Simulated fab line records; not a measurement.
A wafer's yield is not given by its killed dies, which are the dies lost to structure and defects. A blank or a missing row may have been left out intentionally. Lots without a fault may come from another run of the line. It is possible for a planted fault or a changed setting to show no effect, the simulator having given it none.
fab line records -- flow sky130 -- part 2 of 2: steps 26 to 35 of 35
record: lots: 5, wafers: 15, lastDay: 50
route steps=708 shown PWDE@46 NWELL@56
lots untouched by any fault: they come from a run of this same line in which no faults occurred
startH: hours from the record's opening day to when the first of the lot's shown wafers began -- waitH: time in hours since the lot's previous step -- " unchanged from the row above -- L1.1+2: a single row standing in for several wafers -- - no value, or no start given -- * or withheld: withheld -- < > ~ a bound
route shown NAME@n: names a module that has steps shown in the file, with the first one's number in the route -- usual: the fault-free wafers' mean and standard deviation -- same: alike in all rows -- chamber/n: place in a boat -- sites: each site's reading -- _std_site: the standard deviation of these -- _edge_site: the outer-site mean with the inner-site mean subtracted -- radiusMm: for every site, how far away it sits from the centre of the wafer -- mask NAME#n: copy n -- behind: the last tool/chamber to shape the wafer -- hold: why the lot went on hold/how many hours it stayed there/how the hold came to an end -- device: whichever transistor did not switch (one of n, p or np) -- end of line: at the end of the route, the tests of the same wafers -- where a step has no rows: the recipe by itself -- killed: at the first sort, the dies lost to defects and structure; wafer yield is something else -- map: the dies of a wafer, with x for killed, . for not killed, _ for no die there
set.NAME: the setting the step ran with; set.NAME@STEP: the setting that earlier step ran with -- model.NAME: the simulator's own value behind a step, which no gauge read
lots seen at some steps along the route; tables by step, rows by wafer
services: from which hour (startH, from the record's first day; less than 0 if before it) a tool's chamber was out of use, for how many hours, and why
== steps ==
step: SKY_NWELL_COAT_18
recipe: spinRpm: 2039, resistThkNm: 3000
usual: chillPlateTempC: 23.01/0.11
lot.wafer,tool,chamber,startH,waitH,chillPlateTempC
L078.1,lithoTrack-02,0,122.22,0.1,23.04
L078.2,lithoTrack-02,0,122.22,0.1,23.01
L078.4,lithoTrack-02,0,122.22,0.1,23.05
L085.1,lithoTrack-02,0,159.17,0.1,22.98
L085.5,lithoTrack-02,0,159.17,0.1,22.95
L085.6,lithoTrack-02,0,159.17,0.1,23.00
L089.2,lithoTrack-04,0,183.82,0.1,23.14
L089.3,lithoTrack-04,0,183.82,0.1,23.23
L089.6,lithoTrack-04,0,183.82,0.1,22.99
L095.3,lithoTrack-02,0,217.67,0.1,22.99
L095.4,lithoTrack-02,0,217.67,0.1,23.01
L095.6,lithoTrack-02,0,217.67,0.1,23.05
L097.2,lithoTrack-02,0,229.40,0.1,22.89
L097.3,lithoTrack-02,0,229.40,0.1,22.80
L097.5,lithoTrack-02,0,229.40,0.1,22.95
step: SKY_NWELL_SOFTBAKE_19
recipe: tempC: 110, timeS: withheld
usual: chillPlateTempC: 22.99/0.1, plateTempC: 110.01/0.13
lot.wafer,tool,chamber,startH,waitH,chillPlateTempC,plateTempC
L078.1,lithoTrack-02,0,122.37,0.1,23.08,110.02
L078.2,lithoTrack-02,0,122.37,0.1,22.96,110.10
L078.4,lithoTrack-02,0,122.37,0.1,22.86,109.91
L085.1,lithoTrack-02,0,159.32,0.1,22.87,110.14
L085.5,lithoTrack-02,0,159.32,0.1,22.93,110.12
L085.6,lithoTrack-02,0,159.32,0.1,22.89,110.10
L089.2,lithoTrack-04,0,183.98,0.1,22.95,110.03
L089.3,lithoTrack-04,0,183.98,0.1,22.98,109.91
L089.6,lithoTrack-04,0,183.98,0.1,23.13,109.95
L095.3,lithoTrack-02,0,217.84,0.1,23.09,110.00
L095.4,lithoTrack-02,0,217.84,0.1,23.21,110.12
L095.6,lithoTrack-02,0,217.84,0.1,23.01,109.98
L097.2,lithoTrack-02,0,229.56,0.1,23.07,110.05
L097.3,lithoTrack-02,0,229.56,0.1,23.11,109.96
L097.5,lithoTrack-02,0,229.56,0.1,23.09,109.97
step: SKY_NWELL_EXPOSE_20
recipe: maskId: NWM_COMPLEMENT, na: 0.6, sourceShape: conventional, sigmaOuter: 0.6, polarization: unpolarized, targetCdNm: 840, doseMj: 260
lot.wafer,tool,chamber,startH,waitH,mask
L078.1+2+4,ilineStepper-02,0,-,-,NWM_COMPLEMENT#0
L085.1+5+6,ilineStepper-02,0,-,-,NWM_COMPLEMENT#0
L089.2+3+6,ilineStepper-02,0,-,-,NWM_COMPLEMENT#0
L095.3+4+6,ilineStepper-01,0,-,-,NWM_COMPLEMENT#0
L097.2+3+5,ilineStepper-02,0,-,-,NWM_COMPLEMENT#0
step: SKY_NWELL_PEB_21
recipe: tempC: 115, timeS: withheld
usual: chillPlateTempC: 22.98/0.094, plateTempC: 115.00/0.13
lot.wafer,tool,chamber,startH,waitH,chillPlateTempC,plateTempC
L078.1,lithoTrack-04,0,-,-,22.95,114.90
L078.2,lithoTrack-04,0,-,-,22.84,115.13
L078.4,lithoTrack-04,0,-,-,22.70,114.96
L085.1,lithoTrack-02,0,-,-,22.96,115.15
L085.5,lithoTrack-02,0,-,-,23.04,115.21
L085.6,lithoTrack-02,0,-,-,23.08,115.07
L089.2,lithoTrack-04,0,-,-,23.12,115.16
L089.3,lithoTrack-04,0,-,-,23.12,115.01
L089.6,lithoTrack-04,0,-,-,23.06,115.00
L095.3,lithoTrack-01,0,-,-,22.80,115.04
L095.4,lithoTrack-01,0,-,-,23.02,115.03
L095.6,lithoTrack-01,0,-,-,22.89,115.02
L097.2,lithoTrack-04,0,-,-,23.05,114.96
L097.3,lithoTrack-04,0,-,-,22.91,114.99
L097.5,lithoTrack-04,0,-,-,22.92,115.13
step: SKY_NWELL_DEVELOP_22
recipe: wallAngleDeg: 90, developer: TMAH, developTimeS: 60, devTempC: 23
usual: chillPlateTempC: 22.97/0.11
lot.wafer,tool,chamber,startH,waitH,chillPlateTempC
L078.1,lithoTrack-04,0,-,-,23.14
L078.2,lithoTrack-04,0,-,-,22.99
L078.4,lithoTrack-04,0,-,-,23.12
L085.1,lithoTrack-02,0,-,-,23.05
L085.5,lithoTrack-02,0,-,-,22.91
L085.6,lithoTrack-02,0,-,-,23.08
L089.2,lithoTrack-04,0,-,-,22.97
L089.3,lithoTrack-04,0,-,-,22.89
L089.6,lithoTrack-04,0,-,-,22.95
L095.3,lithoTrack-01,0,-,-,22.92
L095.4,lithoTrack-01,0,-,-,22.91
L095.6,lithoTrack-01,0,-,-,22.98
L097.2,lithoTrack-04,0,-,-,23.05
L097.3,lithoTrack-04,0,-,-,22.93
L097.5,lithoTrack-04,0,-,-,23.02
step: SKY_NWELL_OVL_MEAS_23
usual: NWELL_01_OVL: -1.1/1.4
lot.wafer,tool,chamber,startH,waitH,NWELL_01_OVL[nm]
L078.1,overlay-02,-,131.65,-,-2.0
L078.2,overlay-02,-,131.65,-,-2.2
L078.4,overlay-02,-,131.65,-,-0.6
L085.1,overlay-01,-,170.07,-,0.1
L085.5,overlay-01,-,170.07,-,0.0
L085.6,overlay-01,-,170.07,-,0.0
L089.2,overlay-01,-,194.20,-,1.8
L089.3,overlay-01,-,194.20,-,2.9
L089.6,overlay-01,-,194.20,-,2.3
L095.3,overlay-01,-,229.23,-,-1.6
L095.4,overlay-01,-,229.23,-,-2.1
L095.6,overlay-01,-,229.23,-,-2.9
L097.2,overlay-02,-,241.15,-,0.8
L097.3,overlay-02,-,241.15,-,-2.0
L097.5,overlay-02,-,241.15,-,0.5
step: SKY_NWELL_IMPLANT_24
recipe: species: B, energyKev: 140, doseCm2: 9.2e+12, tiltDeg: withheld
usual: beamEnergyKeV: 140.00/0.042
lot.wafer,tool,chamber,startH,waitH,beamEnergyKeV
L078.1,implanter-04,0,131.68,0.0,140.07
L078.2,implanter-04,0,131.68,0.0,140.06
L078.4,implanter-04,0,131.68,0.0,140.00
L085.1,implanter-04,0,170.11,0.0,139.93
L085.5,implanter-04,0,170.11,0.0,139.93
L085.6,implanter-04,0,170.11,0.0,139.94
L089.2,implanter-03,0,194.26,0.0,139.96
L089.3,implanter-03,0,194.26,0.0,139.90
L089.6,implanter-03,0,194.26,0.0,140.00
L095.3,implanter-04,0,229.30,0.1,139.92
L095.4,implanter-04,0,229.30,0.1,139.99
L095.6,implanter-04,0,229.30,0.1,139.97
L097.2,implanter-02,0,241.21,0.0,140.03
L097.3,implanter-02,0,241.21,0.0,140.00
L097.5,implanter-02,0,241.21,0.0,140.03
step: SKY_NWELL_STRIP_25
recipe: chemistry: O2/N2, powerW: 1400, pressureMtorr: 1500, platenTempC: withheld, o2FlowSccm: 3000, n2FlowSccm: 300, overashFraction: 0.5
usual: drypumpMotorCurrentA: 5.53/0.23, oesProductAu: 0.722/0.0046, stripTimeToEndpointS: 36.60/0.088
lot.wafer,tool,chamber,startH,waitH,drypumpMotorCurrentA,oesProductAu,rfHoursCounterH,stripTimeToEndpointS
L078.1,plasmaAsher-04,0,131.83,0.1,5.79,0.725,40,36.59
L078.2,plasmaAsher-04,1,131.83,0.1,5.75,0.718,40,36.54
L078.4,plasmaAsher-04,1,131.83,0.1,5.75,0.729,-,36.54
L085.1,plasmaAsher-02,0,170.26,0.1,5.64,0.725,51,36.67
L085.5,plasmaAsher-02,1,170.26,0.1,5.52,0.722,-,36.62
L085.6,plasmaAsher-02,0,170.26,0.1,5.62,0.728,-,36.63
L089.2,plasmaAsher-04,1,194.38,0.1,5.78,0.719,46,36.57
L089.3,plasmaAsher-04,0,194.38,0.1,5.78,0.723,-,36.58
L089.6,plasmaAsher-04,1,194.38,0.1,5.77,0.726,-,36.51
L095.3,plasmaAsher-03,0,229.43,0.1,5.43,0.723,-,36.58
L095.4,plasmaAsher-03,1,229.43,0.1,5.14,0.719,-,36.53
L095.6,plasmaAsher-03,0,229.43,0.1,5.44,0.719,-,36.56
L097.2,plasmaAsher-02,1,241.33,0.1,5.50,0.731,58,36.53
L097.3,plasmaAsher-02,0,241.33,0.1,5.67,0.716,-,36.47
L097.5,plasmaAsher-02,0,241.33,0.1,5.64,0.710,-,36.45
step: SKY_NWELL_TW_MEAS_26
usual: NWELL_2_TW: 495.6/2.6
lot.wafer,tool,chamber,startH,waitH,NWELL_2_TW
L078.1,filmMetro-02,-,131.93,0.1,494.1
L078.2,filmMetro-02,-,131.93,0.1,494.9
L078.4,filmMetro-02,-,131.93,0.1,493.8
L085.1,filmMetro-02,-,170.36,0.1,492.5
L085.5,filmMetro-02,-,170.36,0.1,490.2
L085.6,filmMetro-02,-,170.36,0.1,491.6
L089.2,filmMetro-04,-,194.49,0.1,494.9
L089.3,filmMetro-04,-,194.49,0.1,496.2
L089.6,filmMetro-04,-,194.49,0.1,495.0
L095.3,filmMetro-04,-,229.52,0.1,495.1
L095.4,filmMetro-04,-,229.52,0.1,496.3
L095.6,filmMetro-04,-,229.52,0.1,494.7
L097.2,filmMetro-02,-,241.44,0.1,496.7
L097.3,filmMetro-02,-,241.44,0.1,495.4
L097.5,filmMetro-02,-,241.44,0.1,494.6
step: SKY_NWELL_CLEAN_27
recipe: chemistry: SC1/SC2, mix: 1:4:20, tempC: 70, timeS: 150, dry: n2Spin
lot.wafer,tool,chamber,startH,waitH
L078.1+2+4,wetBench-02,1,131.99,0.1
L085.1+5+6,wetBench-02,3,170.42,0.1
L089.2+3+6,wetBench-01,0,194.54,0.0
L095.3+4+6,wetBench-03,0,229.56,0.0
L097.2+3+5,wetBench-01,3,241.49,0.0
== services ==
tool,chamber,startH,hours,kind
ilineStepper-01,-,66.25,1.7,pm
implanter-02,-,68.17,2.4,repair
implanter-01,-,76.17,2.6,repair
plasmaAsher-04,-,91.20,0.7,repair
implanter-04,-,97.36,2.6,repair
implanter-03,-,102.33,2.5,repair
plasmaAsher-03,-,108.75,9.0,pm
implanter-04,-,113.52,3.5,pm
plasmaAsher-04,-,116.23,2.8,pm
plasmaAsher-03,-,131.76,2.7,repair
implanter-01,-,135.94,11.4,pm
plasmaAsher-01,-,155.26,11.5,repair
ilineStepper-02,-,164.75,1.7,pm
ilineStepper-02,-,170.59,4.4,pm
wetBench-01,-,179.05,1.6,repair
implanter-02,-,183.23,4.3,repair
ilineStepper-01,-,186.83,4.3,pm
implanter-01,-,193.19,1.1,repair
implanter-01,-,206.83,2.6,repair
implanter-01,-,217.47,1.9,pm
plasmaAsher-02,-,228.71,2.8,pm
implanter-03,-,237.67,2.4,repair
implanter-02,-,237.84,0.8,repair
implanter-04,-,241.29,2.0,repair
